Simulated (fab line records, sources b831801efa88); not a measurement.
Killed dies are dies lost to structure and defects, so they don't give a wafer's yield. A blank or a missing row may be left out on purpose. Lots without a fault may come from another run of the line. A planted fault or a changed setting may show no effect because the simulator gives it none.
Which tool did it? | flow sky130 | 6 lots, 18 wafers sampled, at 2 steps of a route of 708

WHAT THE GAUGES READ, wafer by wafer
SKY_PWDE_OVL_MEAS_07.
lot  | measured    | on         | PWDE_OVL (nm)
L663 | day 4 13:30 | overlay-02 | -0.8 0.0 -0.5
L665 | day 4 22:48 | overlay-02 | 2.4 -0.4 1.5
L667 | day 5 12:39 | overlay-01 | -0.4 1.6 2.9
L670 | day 6 03:47 | overlay-02 | 0.9 -0.1 1.6
L672 | day 6 16:43 | overlay-01 | 0.0 1.0 0.3
L681 | day 8 22:58 | overlay-01 | 0.4 2.3 0.4

WHICH TOOL RAN EACH LOT (tool, then ch and the chambers of the sampled wafers, then the start)
lot  | SKY_PWDE_EXPOSE_04
L663 | iline_stepper-01 ch 0, day 4 04:44
L665 | iline_stepper-02 ch 0, day 4 14:59
L667 | iline_stepper-01 ch 0, day 5 03:31
L670 | iline_stepper-01 ch 0, day 5 18:34
L672 | iline_stepper-02 ch 0, day 6 07:43
L681 | iline_stepper-02 ch 0, day 8 12:55
- SKY_PWDE_EXPOSE_04: exposes mask PWDEM, target cd 840 nm.

THE ANSWER, worked out from the rows above alone
Rule: what is usual is taken from the lots themselves. Put in order of their means at a reading, lots are off if they are a third of the lots or fewer, leave a main group of 4 or more, and stand apart from it by a gap of 3 or more times the standard deviation of the main group's means; of several such gaps the widest counts. A main group whose means are all the same, to the digits that the tables above print for the reading, isn't used. A lot without any number at a reading at which 4 lots or more have one is off too. The other lots that the step has rows for count as sound.
No lot is off at any reading shown: from this, nothing can be told.

WHAT THE SIMULATOR HAD PUT IN
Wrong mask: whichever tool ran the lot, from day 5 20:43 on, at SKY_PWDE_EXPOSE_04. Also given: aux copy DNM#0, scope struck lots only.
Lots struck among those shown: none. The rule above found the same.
